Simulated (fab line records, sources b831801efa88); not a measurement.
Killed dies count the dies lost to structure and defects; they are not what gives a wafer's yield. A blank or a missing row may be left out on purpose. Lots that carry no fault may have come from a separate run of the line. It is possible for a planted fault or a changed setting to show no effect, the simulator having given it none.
fab line records -- flow sky130
record: lots: 6, wafers: 18, last-day: 49
route steps=708 shown METAL1@440 PAD_OPEN@708
lots that met no fault: taken from a fault-free run of the same line
start-h: hours from the record's first day to the start of the lot's first wafer shown -- wait-h: how many hours have passed since the lot's step before this one -- " repeats the value in the row above -- L1.1+2: a row that stands for several wafers -- - either no value or no given start -- * or withheld: withheld -- < > ~ a bound
route shown NAME@n: a module of which the file shows steps, and the number in the route of the first -- usual: mean/standard deviation taken from wafers without a fault -- same: alike in all rows -- chamber/n: place in a boat -- sites: per-site readings -- _std_site: the values' standard deviation -- _edge_site: the outer-site mean with the inner-site mean subtracted -- radius-mm: for every site, how far away it sits from the centre of the wafer -- mask NAME#n: copy n -- behind: tool/chamber where the wafer was last shaped -- hold: why the lot went on hold/how many hours it stayed there/how the hold came to an end -- device: whichever transistor did not switch (one of n, p or np) -- end of line: the tests these same wafers got at the end of their route -- step lacking rows: just its recipe -- killed: not the wafer's yield, but the dies lost to structure and defects at the first sort -- map: a wafer's dies, x killed, . not, _ none there
set.NAME: the setting the step ran with; set.NAME@STEP: the setting that earlier step ran with -- model.NAME: the simulator's own value behind a step, which no gauge read
lots seen at some steps along the route; tables by step, rows by wafer
services: the hour from which a tool's chamber was out of use, counted from the record's first day as start-h (under 0 if before that day), plus the number of hours and why
== steps ==
step: SKY_METAL1_THK_MEAS_06
recipe: thk-meas-gauge: xrf, reads: AlCu_of_METAL1_SPUTTER_02
usual: METAL1_ALCU_THK: 251.7/2.6
lot.wafer,tool,chamber,start-h,wait-h,METAL1_ALCU_THK[nm]
L746.3,film-metro-03,-,734.07,0.1,251.8
L746.4,film-metro-03,-,734.07,0.1,253.8
L746.5,film-metro-03,-,734.07,0.1,248.9
L750.2,film-metro-03,-,768.35,0.1,249.4
L750.4,film-metro-03,-,768.35,0.1,247.8
L750.6,film-metro-03,-,768.35,0.1,246.9
L755.3,film-metro-02,-,809.14,0.1,250.9
L755.4,film-metro-02,-,809.14,0.1,250.9
L755.5,film-metro-02,-,809.14,0.1,250.4
L756.2,film-metro-02,-,816.72,0.1,249.8
L756.3,film-metro-02,-,816.72,0.1,250.2
L756.6,film-metro-02,-,816.72,0.1,245.3
L758.2,film-metro-04,-,831.53,0.1,253.6
L758.4,film-metro-04,-,831.53,0.1,249.4
L758.5,film-metro-04,-,831.53,0.1,257.4
L765.4,film-metro-02,-,888.19,0.1,253.5
L765.5,film-metro-02,-,888.19,0.1,254.1
L765.6,film-metro-02,-,888.19,0.1,252.8
step: SKY_METAL1_DEHYDRATE_07
recipe: temp-c: 200, time-s: 60
step: SKY_METAL1_HMDS_08
recipe: prime-time-s: 60, prime-temp-c: 120
step: SKY_METAL1_COAT_09
recipe: resist: BARC, temp-c: withheld, time-s: withheld, spin-rpm: 3000, resist-thk-nm: 60
step: SKY_METAL1_COAT_10
recipe: resist: KrF-thick, spin-rpm: 3000, resist-thk-nm: 450
step: SKY_METAL1_SOFTBAKE_11
recipe: temp-c: 100, time-s: 90, resist: KrF-thick
step: SKY_METAL1_EXPOSE_12
recipe: mask-id: MM1, na: 0.8, source-shape: annular, sigma-inner: 0.55, sigma-outer: 0.85, target-cd-nm: 140, dose-mj: 28
step: SKY_METAL1_PEB_13
recipe: peb-temp-c: withheld, peb-time-s: withheld, resist: KrF-thick
step: SKY_METAL1_DEVELOP_14
recipe: develop-time-s: 60, resist: KrF-thick, dev-temp-c: 21
step: SKY_METAL1_CD_MEAS_15
recipe: target-cd-nm: 140
usual: cd-nm: 140.2/1.4
lot.wafer,tool,chamber,start-h,wait-h,cd-nm
L746.3,cd-sem-01,-,762.32,-,142.9
L746.4,cd-sem-01,-,762.32,-,143.8
L746.5,cd-sem-01,-,762.32,-,142.2
L750.2,cd-sem-02,-,795.34,-,142.8
L750.4,cd-sem-02,-,795.34,-,141.7
L750.6,cd-sem-02,-,795.34,-,142.9
L755.3,cd-sem-02,-,835.50,-,139.4
L755.4,cd-sem-02,-,835.50,-,138.9
L755.5,cd-sem-02,-,835.50,-,137.3
L756.2,cd-sem-01,-,842.83,-,139.5
L756.3,cd-sem-01,-,842.83,-,141.7
L756.6,cd-sem-01,-,842.83,-,141.8
L758.2,cd-sem-01,-,857.90,-,140.0
L758.4,cd-sem-01,-,857.90,-,138.8
L758.5,cd-sem-01,-,857.90,-,140.0
L765.4,cd-sem-01,-,913.83,-,140.4
L765.5,cd-sem-01,-,913.83,-,139.9
L765.6,cd-sem-01,-,913.83,-,142.5
step: SKY_METAL1_OVL_MEAS_16
usual: METAL1_OVL: -1/6.1
lot.wafer,tool,chamber,start-h,wait-h,METAL1_OVL[nm]
L746.3,overlay-02,-,762.41,0.1,-2
L746.4,overlay-02,-,762.41,0.1,-2
L746.5,overlay-02,-,762.41,0.1,-1
L750.2,overlay-02,-,795.45,0.1,0
L750.4,overlay-02,-,795.45,0.1,-4
L750.6,overlay-02,-,795.45,0.1,6
L755.3,overlay-01,-,835.59,0.1,-8
L755.4,overlay-01,-,835.59,0.1,4
L755.5,overlay-01,-,835.59,0.1,3
L756.2,overlay-01,-,842.94,0.1,-5
L756.3,overlay-01,-,842.94,0.1,-3
L756.6,overlay-01,-,842.94,0.1,-6
L758.2,overlay-01,-,858.01,0.1,-2
L758.4,overlay-01,-,858.01,0.1,-2
L758.5,overlay-01,-,858.01,0.1,1
L765.4,overlay-02,-,913.91,0.1,2
L765.5,overlay-02,-,913.91,0.1,-9
L765.6,overlay-02,-,913.91,0.1,-12
step: SKY_METAL1_DESCUM_17
recipe: chemistry: O2, source-power-w: 150, bias-power-w: 0, pressure-mtorr: 10, temp-c: 40, time-s: 8
usual: drypump-motor-current-A: 5.8/0.37, oes-product-au: 0.996/0.016
lot.wafer,tool,chamber,start-h,wait-h,drypump-motor-current-A,oes-product-au,rf-hours-counter-h
L746.3,rie-metal-03,0,762.46,0.0,5.4,1.006,-
L746.4,rie-metal-03,0,762.46,0.0,5.4,1.010,-
L746.5,rie-metal-03,0,762.46,0.0,5.4,1.015,-
L750.2,rie-metal-04,0,795.48,0.0,6.2,1.005,5
L750.4,rie-metal-04,1,795.48,0.0,6.4,0.970,-
L750.6,rie-metal-04,0,795.48,0.0,6.1,1.001,-
L755.3,rie-metal-02,0,835.63,0.0,5.5,1.021,-
L755.4,rie-metal-02,1,835.63,0.0,5.8,0.979,-
L755.5,rie-metal-02,0,835.63,0.0,5.5,1.020,-
L756.2,rie-metal-04,1,842.97,0.0,6.3,0.989,11
L756.3,rie-metal-04,0,842.97,0.0,6.1,1.006,-
L756.6,rie-metal-04,1,842.97,0.0,6.4,0.985,-
L758.2,rie-metal-04,1,858.04,0.0,6.4,0.982,11
L758.4,rie-metal-04,1,858.04,0.0,6.4,0.985,-
L758.5,rie-metal-04,0,858.04,0.0,6.1,1.009,-
L765.4,rie-metal-03,0,913.96,0.0,5.5,1.002,-
L765.5,rie-metal-03,0,913.96,0.0,5.5,1.003,-
L765.6,rie-metal-03,0,913.96,0.0,5.5,0.994,-
step: SKY_METAL1_ETCH_18
recipe: chemistry: N2/H2, target: BARC, ion-energy-ev: 200, bias-w: 100, pressure-mtorr: 30, n2-flow-sccm: 100, h2-flow-sccm: 200, icp-w: 500, stop-on: SiO2, time-s: 45.9, target-depth-a: 600
usual: drypump-motor-current-A: 5.8/0.37, oes-product-au: 0.856/0.0051, throttle-valve-pct: 13.224/0.0091
lot.wafer,tool,chamber,start-h,wait-h,drypump-motor-current-A,oes-product-au,rf-hours-counter-h,throttle-valve-pct,model.KrF-thick_of_METAL1_COAT_10.thk-nm,model.etch.depth-nm
L746.3,rie-metal-03,0,762.54,0.1,5.5,0.867,-,13.220,395.5,60.49
L746.4,rie-metal-03,0,762.54,0.1,5.5,0.861,-,13.222,395.3,60.7
L746.5,rie-metal-03,0,762.54,0.1,5.5,0.867,-,13.228,395.9,60.48
L750.2,rie-metal-04,0,795.51,0.0,6.1,0.853,5,13.213,396.4,59.91
L750.4,rie-metal-04,1,795.51,0.0,6.4,0.852,-,13.202,397.8,60.03
L750.6,rie-metal-04,0,795.51,0.0,6.1,0.854,-,13.215,396.3,60.1
L755.3,rie-metal-02,0,835.67,0.0,5.5,0.849,-,13.231,391.7,60.13
L755.4,rie-metal-02,1,835.67,0.0,5.8,0.848,-,13.230,396.4,59.68
L755.5,rie-metal-02,0,835.67,0.0,5.5,0.860,-,13.216,393.6,59.75
L756.2,rie-metal-04,1,843.00,0.0,6.4,0.859,11,13.238,393.9,60.22
L756.3,rie-metal-04,0,843.00,0.0,6.2,0.844,-,13.224,399.6,59.12
L756.6,rie-metal-04,1,843.00,0.0,6.4,0.856,-,13.230,394.3,60.19
L758.2,rie-metal-04,1,858.07,0.0,6.4,0.854,11,13.215,394,59.99
L758.4,rie-metal-04,1,858.07,0.0,6.4,0.854,-,13.237,395.7,60.23
L758.5,rie-metal-04,0,858.07,0.0,6.2,0.849,-,13.224,398.9,59.24
L765.4,rie-metal-03,0,914.06,0.1,5.4,0.861,-,13.207,394.5,60.38
L765.5,rie-metal-03,0,914.06,0.1,5.5,0.863,-,13.232,394.6,60.41
L765.6,rie-metal-03,0,914.06,0.1,5.4,0.866,-,13.221,392.9,60.51
step: SKY_METAL1_METAL_ETCH_19
recipe: target-depth-a: 3600, stop-on: SiO2, over-etch-frac: 0.3, time-s: 79.16, chemistry: Cl2/BCl3, resist-sidewall-deg: 88, pressure-mtorr: 10, icp-w: 900, bias-w: 48.5, Cl2_flow_sccm: 60, bcl3-flow-sccm: 30
usual: drypump-motor-current-A: 5.8/0.37, oes-product-au: 0.851/0.0059, throttle-valve-pct: 22.264/0.0093
lot.wafer,tool,chamber,start-h,wait-h,drypump-motor-current-A,oes-product-au,rf-hours-counter-h,throttle-valve-pct
L746.3,rie-metal-03,0,762.69,0.1,5.4,0.849,-,22.256
L746.4,rie-metal-03,0,762.69,0.1,5.5,0.855,-,22.276
L746.5,rie-metal-03,0,762.69,0.1,5.5,0.844,-,22.270
L750.2,rie-metal-04,0,795.57,0.0,6.1,0.857,5,22.271
L750.4,rie-metal-04,1,795.57,0.0,6.4,0.857,-,22.252
L750.6,rie-metal-04,0,795.57,0.0,6.1,0.847,-,22.271
L755.3,rie-metal-02,0,835.74,0.1,5.5,0.853,-,22.267
L755.4,rie-metal-02,1,835.74,0.1,5.8,0.848,-,22.263
L755.5,rie-metal-02,0,835.74,0.1,5.5,0.850,-,22.259
L756.2,rie-metal-04,1,843.06,0.0,6.3,0.855,11,22.239
L756.3,rie-metal-04,0,843.06,0.0,6.2,0.849,-,22.263
L756.6,rie-metal-04,1,843.06,0.0,6.3,0.842,-,22.250
L758.2,rie-metal-04,1,858.13,0.0,6.4,0.850,11,22.259
L758.4,rie-metal-04,1,858.13,0.0,6.4,0.846,-,22.276
L758.5,rie-metal-04,0,858.13,0.0,6.1,0.855,-,22.268
L765.4,rie-metal-03,0,914.21,0.1,5.5,0.855,-,22.274
L765.5,rie-metal-03,0,914.21,0.1,5.5,0.850,-,22.267
L765.6,rie-metal-03,0,914.21,0.1,5.4,0.862,-,22.272
step: SKY_PAD_OPEN_PROBE_99
usual: defect-limited-yield: 82.5/1.9, killed_at_M0_to_M3: 42/6.9, killed_at_M4_up: 3.2/1.7, killed-at-contacts: 25/5.1, killed-at-front-end: 15/4.5, killed-at-other: 0.4/0.63, killed-dies: 86/9.3, killed-open: 46/7, killed-short: 39/6.9
same: gross-dies: 492, killed-at-back-side: 0
lot.wafer,tool,chamber,start-h,wait-h,defect-limited-yield[%],killed_at_M0_to_M3,killed_at_M4_up,killed-at-contacts,killed-at-front-end,killed-at-other,killed-dies,killed-open,killed-short,model.etest.tester.sort-n-pass,model.etest.tester.sort-yield-pct,model.etest.tester.sort_bin_3_pct,model.etest.met4-comb.over-limit,model.etest.res-poly.short,model.etest.via1-chain.short,model.etest.met3.short,model.etest.li-comb.over-limit
L746.3,prober-01,-,1077.29,0.2,83.7,43,2,21,13,1,80,47,33,412,83.74,0.813,0,0,0,0,0
L746.4,prober-01,-,1077.34,0.2,83.5,28,8,19,26,0,81,38,42,411,83.54,1.016,0,0,0,0,0
L746.5,prober-01,-,1077.39,0.2,86.6,40,1,14,11,0,66,39,27,426,86.59,0.4065,0,0,0,0,0
L750.2,prober-01,-,1103.03,0.1,82.5,36,1,25,23,1,86,50,35,406,82.52,1.626,0,0,0,0,0
L750.4,prober-01,-,1103.13,0.2,80.5,40,2,33,20,1,96,61,33,396,80.49,0.6098,0,0,0,0,0
L750.6,prober-01,-,1103.23,0.2,80.1,47,2,26,22,1,98,54,42,394,80.08,1.016,0,0,0,0,0
L755.3,prober-01,-,1132.18,0.2,84.3,34,5,19,18,1,77,32,43,415,84.35,1.423,0,0,0,0,0
L755.4,prober-01,-,1132.23,0.2,81.3,45,5,36,5,1,92,52,39,400,81.3,1.016,0,0,0,0,0
L755.5,prober-01,-,1132.28,0.2,81.1,47,1,28,14,3,93,53,40,399,81.1,0.813,0,0,0,0,0
L756.2,prober-02,-,1138.60,0.1,79.1,54,5,25,18,1,103,57,44,389,79.06,0.6098,0,0,0,0,0
L756.3,prober-02,-,1138.65,0.2,81.1,50,2,27,14,0,93,55,37,85,17.28,64.43,1,1,1,1,1
L756.6,prober-02,-,1138.80,0.2,81.1,50,3,22,17,1,93,52,38,399,81.1,1.626,0,0,0,0,0
L758.2,prober-01,-,1149.68,0.1,84.6,32,4,25,13,2,76,39,37,416,84.55,1.016,0,0,0,0,0
L758.4,prober-01,-,1149.78,0.2,83.7,38,3,23,16,0,80,47,33,412,83.74,0.4065,0,0,0,0,0
L758.5,prober-01,-,1149.83,0.2,83.7,42,2,23,12,1,80,47,33,105,21.34,62.6,1,1,1,1,1
L765.4,prober-01,-,1187.30,0.2,85.2,43,0,15,15,0,73,44,29,419,85.16,0.4065,0,0,0,0,0
L765.5,prober-01,-,1187.35,0.2,82.1,46,3,29,10,0,88,48,40,404,82.11,0.813,0,0,0,0,0
L765.6,prober-01,-,1187.40,0.2,79.9,45,3,35,16,0,99,58,41,393,79.88,1.016,0,0,0,0,0
killed by level:class
L746.3 VIA1:geometric-particle:open=12 CONTACT:geometric-particle:open=8 VIA3:geometric-particle:open=7 LI_CONTACT:geometric-particle:open=6 VIA1:geometric-particle:short=5 CONTACT:geometric-particle:short=4 VIA2:geometric-particle:open=4 FIELD_ISO:geometric-particle:open=3
L746.4 FIELD_ISO:geometric-particle:short=9 VIA1:geometric-particle:open=8 FIELD_ISO:geometric-particle:open=6 CONTACT:geometric-particle:open=6 METAL4:geometric-particle:short=6 CONTACT:geometric-particle:short=5 LI_CONTACT:geometric-particle:open=4 POLY_GATE:geometric-particle:short=3
L746.5 VIA1:geometric-particle:open=11 VIA3:geometric-particle:open=9 CONTACT:geometric-particle:open=6 VIA1:geometric-particle:short=5 METAL1:geometric-particle:short=4 VIA2:geometric-particle:open=4 POLY_GATE:geometric-particle:short=3 POLY_GATE:geometric-particle:open=3
L750.2 LI_CONTACT:geometric-particle:open=9 VIA3:geometric-particle:open=8 VIA2:geometric-particle:open=7 CONTACT:geometric-particle:open=7 POLY_GATE:geometric-particle:short=6 CONTACT:geometric-particle:short=5 POLY_GATE:geometric-particle:open=4 VIA1:geometric-particle:open=4
L750.4 CONTACT:geometric-particle:open=15 VIA3:geometric-particle:open=12 LI_CONTACT:geometric-particle:open=11 VIA1:geometric-particle:open=7 FIELD_ISO:geometric-particle:open=4 VIA1:geometric-particle:short=4 METAL2:geometric-particle:short=4 VIA2:geometric-particle:short=4
L750.6 VIA1:geometric-particle:open=10 CONTACT:geometric-particle:short=9 VIA3:geometric-particle:open=9 LI_CONTACT:geometric-particle:open=8 CONTACT:geometric-particle:open=7 POLY_GATE:geometric-particle:short=6 METAL3:geometric-particle:short=6 FIELD_ISO:geometric-particle:open=4
L755.3 CONTACT:geometric-particle:open=8 FIELD_ISO:geometric-particle:short=7 VIA1:geometric-particle:open=6 METAL2:geometric-particle:short=6 CONTACT:geometric-particle:short=5 METAL3:geometric-particle:short=5 VIA3:geometric-particle:open=5 LOCAL_INTERCONNECT:geometric-particle:short=4
L755.4 VIA1:geometric-particle:open=14 CONTACT:geometric-particle:open=12 LI_CONTACT:geometric-particle:open=9 CONTACT:geometric-particle:short=8 VIA2:geometric-particle:open=7 METAL1:geometric-particle:short=5 VIA3:geometric-particle:open=4 VIA1:geometric-particle:short=4
L755.5 CONTACT:geometric-particle:open=12 VIA1:geometric-particle:open=12 VIA3:geometric-particle:open=10 METAL2:geometric-particle:short=9 CONTACT:geometric-particle:short=8 LI_CONTACT:geometric-particle:open=5 VIA2:geometric-particle:open=4 FIELD_ISO:geometric-particle:open=3
L756.2 CONTACT:geometric-particle:open=12 METAL1:geometric-particle:short=9 VIA1:geometric-particle:open=9 VIA2:geometric-particle:open=8 METAL2:geometric-particle:short=7 VIA2:geometric-particle:short=7 VIA3:geometric-particle:open=6 FIELD_ISO:geometric-particle:open=5
L756.3 CONTACT:geometric-particle:open=10 VIA1:geometric-particle:open=10 LI_CONTACT:geometric-particle:open=8 VIA2:geometric-particle:open=7 VIA1:geometric-particle:short=6 VIA3:geometric-particle:open=6 VIA2:geometric-particle:short=5 FIELD_ISO:geometric-particle:short=4
L756.6 VIA1:geometric-particle:open=16 VIA2:geometric-particle:open=9 CONTACT:geometric-particle:open=8 METAL1:geometric-particle:short=6 POLY_GATE:geometric-particle:open=5 LI_CONTACT:geometric-particle:open=5 CONTACT:geometric-particle:short=5 VIA3:geometric-particle:open=5
L758.2 VIA1:geometric-particle:open=11 CONTACT:geometric-particle:short=7 LI_CONTACT:geometric-particle:open=6 VIA3:geometric-particle:open=6 LOCAL_INTERCONNECT:geometric-particle:short=5 FIELD_ISO:geometric-particle:short=4 CONTACT:geometric-particle:open=4 VIA1:geometric-particle:short=4
L758.4 VIA1:geometric-particle:open=9 LI_CONTACT:geometric-particle:open=7 CONTACT:geometric-particle:open=7 FIELD_ISO:geometric-particle:open=6 VIA2:geometric-particle:open=6 FIELD_ISO:geometric-particle:short=5 LOCAL_INTERCONNECT:geometric-particle:short=5 VIA1:geometric-particle:short=5
L758.5 LI_CONTACT:geometric-particle:open=10 VIA1:geometric-particle:open=10 FIELD_ISO:geometric-particle:open=7 VIA1:geometric-particle:short=7 VIA3:geometric-particle:open=6 CONTACT:geometric-particle:open=5 CONTACT:geometric-particle:short=4 METAL1:geometric-particle:short=4
L765.4 VIA2:geometric-particle:open=9 POLY_GATE:geometric-particle:open=8 VIA1:geometric-particle:open=7 VIA1:geometric-particle:short=6 CONTACT:geometric-particle:open=6 VIA3:geometric-particle:open=5 LI_CONTACT:geometric-particle:open=4 METAL2:geometric-particle:short=4
L765.5 VIA1:geometric-particle:open=12 METAL2:geometric-particle:short=8 LI_CONTACT:geometric-particle:open=7 CONTACT:geometric-particle:open=7 CONTACT:geometric-particle:short=7 VIA2:geometric-particle:open=6 VIA3:geometric-particle:open=6 METAL1:geometric-particle:short=5
L765.6 CONTACT:geometric-particle:open=15 VIA1:geometric-particle:open=15 LI_CONTACT:geometric-particle:open=7 FIELD_ISO:geometric-particle:short=6 CONTACT:geometric-particle:short=6 VIA3:geometric-particle:open=6 VIA2:geometric-particle:open=5 FIELD_ISO:geometric-particle:open=4
== services ==
tool,chamber,start-h,hours,kind
rie-metal-03,0,812.04,-,clean
rie-metal-03,0,812.04,32.1,scheduled-down
rie-metal-03,0,812.04,32.1,vent-cycle
rie-metal-03,-,844.26,0.6,repair
rie-metal-04,1,866.54,3.6,repair
rie-metal-02,-,870.71,1.4,pm
rie-metal-04,1,891.65,6.7,repair
rie-metal-03,1,894.15,19.9,repair
rie-metal-02,1,903.24,-,clean
rie-metal-02,1,903.24,13.2,scheduled-down
rie-metal-02,1,903.24,13.2,vent-cycle
== key ==
first-sign none at tools or gauges
model-effect: step: SKY_METAL1_ETCH_18, value: KrF-thick_of_METAL1_COAT_10.thk-nm, without: 392.9, struck: 399.2
model-effect: step: SKY_PAD_OPEN_PROBE_99, value: etest.tester.sort-n-pass, without: 405.5, struck: 95
met-at SKY_METAL1_ETCH_18
struck-wafers L756.3,L758.5
onset-between 795.51 843.00
fault: kind: process-parameter-drift, tool: rie-metal-04, chamber: 0, onset-h: 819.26, steps: SKY_METAL1_ETCH_18, channel: ion-energy-ev, offset: -80, shape: step, end-h: 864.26, acts-in: these-recipes-only, stated: 200
